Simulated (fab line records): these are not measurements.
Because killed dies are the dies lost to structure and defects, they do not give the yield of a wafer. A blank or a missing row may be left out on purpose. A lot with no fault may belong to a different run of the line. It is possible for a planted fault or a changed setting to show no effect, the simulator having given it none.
Split-lot study || flow sky130 || on a route of 708 steps: 5 lots, 23 wafers read

## ABOUT THE SPLIT
At SKY_RES_XHIGH_COAT_02 (resist thk 1140 nm), the setting spinRpm was moved away from the recipe's 3000 rpm on 7 of the 23 wafers read, by -6.4% to +4.8%. This setting was run at the recipe's value on the other wafers.

The reading is taken at the split's own step.

## THE READING
NOVOLAK_of_RES_XHIGH_COAT_02.thkNm (the simulator's own value, which no gauge read), in nm, at SKY_RES_XHIGH_COAT_02 (resist thk 1140 nm). No usual value for it is given in the file. The 16 wafers here that ran the recipe average 1142 nm, standard deviation 3.2 nm.

{"wafer": "L074.2", "tool, chamber at the split": "lithoTrack-01, 0", "spinRpm as run, rpm": 3000, "against the recipe": "recipe", "NOVOLAK_of_RES_XHIGH_COAT_02.thkNm, nm": 1147, "against lot-mates on the recipe": "-"}
{"wafer": "L074.3", "tool, chamber at the split": "lithoTrack-01, 0", "spinRpm as run, rpm": 3000, "against the recipe": "recipe", "NOVOLAK_of_RES_XHIGH_COAT_02.thkNm, nm": 1143, "against lot-mates on the recipe": "-"}
{"wafer": "L074.4", "tool, chamber at the split": "lithoTrack-01, 0", "spinRpm as run, rpm": 3000, "against the recipe": "recipe", "NOVOLAK_of_RES_XHIGH_COAT_02.thkNm, nm": 1145, "against lot-mates on the recipe": "-"}
{"wafer": "L075.1", "tool, chamber at the split": "lithoTrack-01, 0", "spinRpm as run, rpm": 3000, "against the recipe": "recipe", "NOVOLAK_of_RES_XHIGH_COAT_02.thkNm, nm": 1142, "against lot-mates on the recipe": "-"}
{"wafer": "L075.2", "tool, chamber at the split": "lithoTrack-01, 0", "spinRpm as run, rpm": 3000, "against the recipe": "recipe", "NOVOLAK_of_RES_XHIGH_COAT_02.thkNm, nm": 1140, "against lot-mates on the recipe": "-"}
{"wafer": "L075.3", "tool, chamber at the split": "lithoTrack-01, 0", "spinRpm as run, rpm": 3000, "against the recipe": "recipe", "NOVOLAK_of_RES_XHIGH_COAT_02.thkNm, nm": 1138, "against lot-mates on the recipe": "-"}
{"wafer": "L075.5", "tool, chamber at the split": "lithoTrack-01, 0", "spinRpm as run, rpm": 3000, "against the recipe": "recipe", "NOVOLAK_of_RES_XHIGH_COAT_02.thkNm, nm": 1138, "against lot-mates on the recipe": "-"}
{"wafer": "L075.6", "tool, chamber at the split": "lithoTrack-01, 0", "spinRpm as run, rpm": 3000, "against the recipe": "recipe", "NOVOLAK_of_RES_XHIGH_COAT_02.thkNm, nm": 1139, "against lot-mates on the recipe": "-"}
{"wafer": "L080.1", "tool, chamber at the split": "lithoTrack-03, 0", "spinRpm as run, rpm": 2917, "against the recipe": "-2.8%", "NOVOLAK_of_RES_XHIGH_COAT_02.thkNm, nm": 1154, "against lot-mates on the recipe": "+15"}
{"wafer": "L080.2", "tool, chamber at the split": "lithoTrack-03, 0", "spinRpm as run, rpm": 3000, "against the recipe": "recipe", "NOVOLAK_of_RES_XHIGH_COAT_02.thkNm, nm": 1139, "against lot-mates on the recipe": "-"}
{"wafer": "L080.3", "tool, chamber at the split": "lithoTrack-03, 0", "spinRpm as run, rpm": 3000, "against the recipe": "recipe", "NOVOLAK_of_RES_XHIGH_COAT_02.thkNm, nm": 1138, "against lot-mates on the recipe": "-"}
{"wafer": "L080.4", "tool, chamber at the split": "lithoTrack-03, 0", "spinRpm as run, rpm": 3000, "against the recipe": "recipe", "NOVOLAK_of_RES_XHIGH_COAT_02.thkNm, nm": 1140, "against lot-mates on the recipe": "-"}
{"wafer": "L080.5", "tool, chamber at the split": "lithoTrack-03, 0", "spinRpm as run, rpm": 2917, "against the recipe": "-2.8%", "NOVOLAK_of_RES_XHIGH_COAT_02.thkNm, nm": 1156, "against lot-mates on the recipe": "+17"}
{"wafer": "L083.1", "tool, chamber at the split": "lithoTrack-01, 0", "spinRpm as run, rpm": 3144, "against the recipe": "+4.8%", "NOVOLAK_of_RES_XHIGH_COAT_02.thkNm, nm": 1119, "against lot-mates on the recipe": -20}
{"wafer": "L083.2", "tool, chamber at the split": "lithoTrack-01, 0", "spinRpm as run, rpm": 3144, "against the recipe": "+4.8%", "NOVOLAK_of_RES_XHIGH_COAT_02.thkNm, nm": 1117, "against lot-mates on the recipe": -22}
{"wafer": "L083.3", "tool, chamber at the split": "lithoTrack-01, 0", "spinRpm as run, rpm": 3144, "against the recipe": "+4.8%", "NOVOLAK_of_RES_XHIGH_COAT_02.thkNm, nm": 1120, "against lot-mates on the recipe": -20}
{"wafer": "L083.5", "tool, chamber at the split": "lithoTrack-01, 0", "spinRpm as run, rpm": 3000, "against the recipe": "recipe", "NOVOLAK_of_RES_XHIGH_COAT_02.thkNm, nm": 1140, "against lot-mates on the recipe": "-"}
{"wafer": "L083.6", "tool, chamber at the split": "lithoTrack-01, 0", "spinRpm as run, rpm": 3000, "against the recipe": "recipe", "NOVOLAK_of_RES_XHIGH_COAT_02.thkNm, nm": 1139, "against lot-mates on the recipe": "-"}
{"wafer": "L085.1", "tool, chamber at the split": "lithoTrack-04, 0", "spinRpm as run, rpm": 3000, "against the recipe": "recipe", "NOVOLAK_of_RES_XHIGH_COAT_02.thkNm, nm": 1145, "against lot-mates on the recipe": "-"}
{"wafer": "L085.2", "tool, chamber at the split": "lithoTrack-04, 0", "spinRpm as run, rpm": 2808, "against the recipe": "-6.4%", "NOVOLAK_of_RES_XHIGH_COAT_02.thkNm, nm": 1178, "against lot-mates on the recipe": "+32"}
{"wafer": "L085.3", "tool, chamber at the split": "lithoTrack-04, 0", "spinRpm as run, rpm": 3000, "against the recipe": "recipe", "NOVOLAK_of_RES_XHIGH_COAT_02.thkNm, nm": 1146, "against lot-mates on the recipe": "-"}
{"wafer": "L085.4", "tool, chamber at the split": "lithoTrack-04, 0", "spinRpm as run, rpm": 3000, "against the recipe": "recipe", "NOVOLAK_of_RES_XHIGH_COAT_02.thkNm, nm": 1146, "against lot-mates on the recipe": "-"}
{"wafer": "L085.6", "tool, chamber at the split": "lithoTrack-04, 0", "spinRpm as run, rpm": 2808, "against the recipe": "-6.4%", "NOVOLAK_of_RES_XHIGH_COAT_02.thkNm, nm": 1182, "against lot-mates on the recipe": "+36"}

FIT RESULTS
A straight line over all 23 wafers: NOVOLAK_of_RES_XHIGH_COAT_02.thkNm changes by -5.37 nm for each +1% of spinRpm; r = -0.98; the points scatter about the line by 3.3 nm.
The same after taking each lot's own level away (the mean of its wafers on the recipe; 23 wafers): -4.96 nm for each +1%; r = -0.99; scatter 1.9 nm.
That fit puts the effect of the largest move of spinRpm on the reading at 32 nm.
The lots' own levels span 1139.0 to 1145.7 nm, that is 2.1 times the standard deviation above.
The two slopes are in agreement: the lot-to-lot level therefore moves the slope only a little.
Check: +32.6 nm against its lot-mates is what the line predicts for one of the wafers moved furthest among these (-6.4%) when that wafer is left out of the fit. Against them it came out at +32.3 nm.

## OTHER SPLITS ON THESE WAFERS
Before the reading, these wafers also passed through other splits. Each is held against what the fit with the lots' levels taken away leaves over:
{"other split on the same wafers": "SKY_LDD_HVP_COAT_02 resistThkNm", "wafers away from the commonest value": 9, "r with NOVOLAK_of_RES_XHIGH_COAT_02.thkNm (lot level and that fit taken away)": "+0.07"}
{"other split on the same wafers": "SKY_LDD_LDN_COAT_02 resistThkNm", "wafers away from the commonest value": 8, "r with NOVOLAK_of_RES_XHIGH_COAT_02.thkNm (lot level and that fit taken away)": -0.25}
{"other split on the same wafers": "SKY_LDD_LDN_IMPLANT_08 energyKev", "wafers away from the commonest value": 6, "r with NOVOLAK_of_RES_XHIGH_COAT_02.thkNm (lot level and that fit taken away)": "+0.03"}
{"other split on the same wafers": "SKY_POLY_CUT_COAT_03 spinRpm", "wafers away from the commonest value": 5, "r with NOVOLAK_of_RES_XHIGH_COAT_02.thkNm (lot level and that fit taken away)": "+0.14"}
{"other split on the same wafers": "SKY_POLY_CUT_ETCH_10 timeS", "wafers away from the commonest value": 7, "r with NOVOLAK_of_RES_XHIGH_COAT_02.thkNm (lot level and that fit taken away)": -0.20}
{"other split on the same wafers": "SKY_SD_P_DEVELOP_06 devTempC", "wafers away from the commonest value": 5, "r with NOVOLAK_of_RES_XHIGH_COAT_02.thkNm (lot level and that fit taken away)": "+0.17"}

## THE WHOLE CHAIN: every reading that the file lists as answering this split, in the file's order
{"step": "SKY_RES_XHIGH_COAT_02", "what it does": "resist thk 1140 nm", "reading": "NOVOLAK_of_RES_XHIGH_COAT_02.thkNm (the simulator's own value, which no gauge read)", "change (the file's fit)": "-5.06 nm for each +1% of the setting", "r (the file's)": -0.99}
{"step": "SKY_RES_XHIGH_STRIP_08", "what it does": "strips in O2/N2", "reading": "stripTimeToEndpointS", "change (the file's fit)": "withheld for each +1% of the setting", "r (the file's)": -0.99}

## THE FILE'S OWN FIT
NOVOLAK_of_RES_XHIGH_COAT_02.thkNm changes by -5.06 nm for each +1% of spinRpm, r = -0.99.
